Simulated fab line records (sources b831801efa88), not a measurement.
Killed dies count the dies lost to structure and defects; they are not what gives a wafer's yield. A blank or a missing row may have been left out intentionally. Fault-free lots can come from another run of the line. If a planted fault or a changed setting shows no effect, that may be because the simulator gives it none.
Code-filled problem report in 8D (eight disciplines) form -- flow gf180mcu -- the parts of the form that need people (team, actions taken, sign-off) are left out

== 1. THE ISSUE ==
Mean of run-length-s at GF_CONTACT_CLEAN_21: 35.8 s across 6 wafers in 2 lots; on wafers with no fault it is 47.3 s (standard deviation 1.5). That is -7.7 standard deviations from the usual mean.
The step: cleans in dHF, time 20 s.
First observed at day 21 07:40: wafer L248.2, on wet-bench-02. The record has a number at this step for 18 wafers belonging to 6 lots. The rule behind "out" and "out of limits": a value lying over 4 standard deviations away from the usual mean. The other wafers with a number count as sound.

== 2. WHAT THIS IS AND IS NOT ==
question,is,is not
which readings at this step,run-length-s,-
which lots,"L248, L249","L234, L238, L255, L257"
which wafers of those lots,all that have a number,-
read on which tools,wet-bench-02,"wet-bench-01, wet-bench-04"
when,from day 21 07:40,"up to then (6 sound wafers); but 6 sound wafers of L255, L257 came after"

== 3. THE SUSPECTS, EACH WITH WHAT RULES IT OUT ==
Counting: any tool at a process step up to the reading is kept as a suspect provided that every lot that is out went through it and no sound lot did after the first of them.
- rie-diel-04 at GF_CONTACT_ETCH_16 (etches BARC in N2/H2): kept. It ran every lot that is out, first L248 (day 21 07:13), and no sound lot after that.
- rie-diel-04 at GF_CONTACT_ETCH_17 (etches SiO2 in C4F8/O2/Ar, stops on CoSi2, target depth 860 nm): kept. It ran every lot that is out, first L248 (day 21 07:23), and no sound lot after that. GF_CONTACT_ETCH_17: start missing for some lots; hours and lot order therefore follow GF_CONTACT_STRIP_18.
- wet-bench-02 at GF_CONTACT_CLEAN_21 (cleans in dHF, time 20 s): kept. It ran every lot that is out, first L248 (day 21 07:40), and no sound lot after that; its last sound lot up to then is L238 (day 17 19:28). Out on those wafers are its own readings of run-length-s.
Left after counting: rie-diel-04 at GF_CONTACT_ETCH_16, rie-diel-04 at GF_CONTACT_ETCH_17, wet-bench-02 at GF_CONTACT_CLEAN_21.

== 4. THE CAUSE (what the simulator had put in) ==
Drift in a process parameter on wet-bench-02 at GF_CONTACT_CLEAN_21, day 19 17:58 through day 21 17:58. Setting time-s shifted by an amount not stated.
Counting leaves 3 suspects; this tool is one of them.

== 5. THE EFFECT CHAIN, in route order ==
Each row: a reading whose mean over the struck wafers that have a number lies more than 3 standard deviations from the usual. Scope: only readings with a usual standard deviation given in the record; hours: median across lots of the time from each lot's start at the first step in this table that gives one to its start at this step; sigmas: change in usual standard deviations.
hours,step,reading,usual,on struck wafers,change,sigmas
0,GF_CONTACT_CLEAN_21,run-length-s,47.3 s,35.8,-11.5,-7.7
Process steps it contains:
- GF_CONTACT_CLEAN_21: cleans in dHF, time 20 s.

== 6. HOW IT WOULD HAVE BEEN CAUGHT EARLIER ==
In this record no reading fell out of limits until day 21 07:40, 38 hours after the fault had begun at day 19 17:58.
